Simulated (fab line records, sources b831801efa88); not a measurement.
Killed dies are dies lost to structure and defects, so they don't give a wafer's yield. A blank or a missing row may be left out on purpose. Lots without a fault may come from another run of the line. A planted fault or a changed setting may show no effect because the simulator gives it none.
Which tool did it? | flow sky130 | 6 lots, 18 wafers sampled, at 1 step of a route of 708

WHAT THE GAUGES READ, wafer by wafer
SKY_GATE_OXIDE_OVL_MEAS_10.
lot  | measured     | on         | GATE_OXIDE_OVL (nm)
L162 | day 14 17:17 | overlay-02 | 0.9 1.0 2.2
L165 | day 15 06:55 | overlay-02 | 1.7 2.9 2.7
L167 | day 16 01:23 | overlay-02 | -0.4 0.3 0.3
L176 | day 19 08:23 | overlay-02 | -1.3 -1.5 -0.8
L179 | day 20 15:20 | overlay-01 | 1.8 -0.3 0.4
L182 | day 21 11:45 | overlay-02 | 0.9 -1.0 -1.2

WHICH TOOL RAN EACH LOT (tool, then ch and the chambers of the sampled wafers, then the start)
The record holds no process step before these readings.

THE ANSWER, worked out from the rows above alone
Rule: what is usual is taken from the lots themselves. Put in order of their means at a reading, lots are off if they are a third of the lots or fewer, leave a main group of 4 or more, and stand apart from it by a gap of 3 or more times the standard deviation of the main group's means; of several such gaps the widest counts. A main group whose means are all the same, to the digits that the tables above print for the reading, isn't used. A lot without any number at a reading at which 4 lots or more have one is off too. The other lots that the step has rows for count as sound.
No lot is off at any reading shown: from this, nothing can be told.

WHAT THE SIMULATOR HAD PUT IN
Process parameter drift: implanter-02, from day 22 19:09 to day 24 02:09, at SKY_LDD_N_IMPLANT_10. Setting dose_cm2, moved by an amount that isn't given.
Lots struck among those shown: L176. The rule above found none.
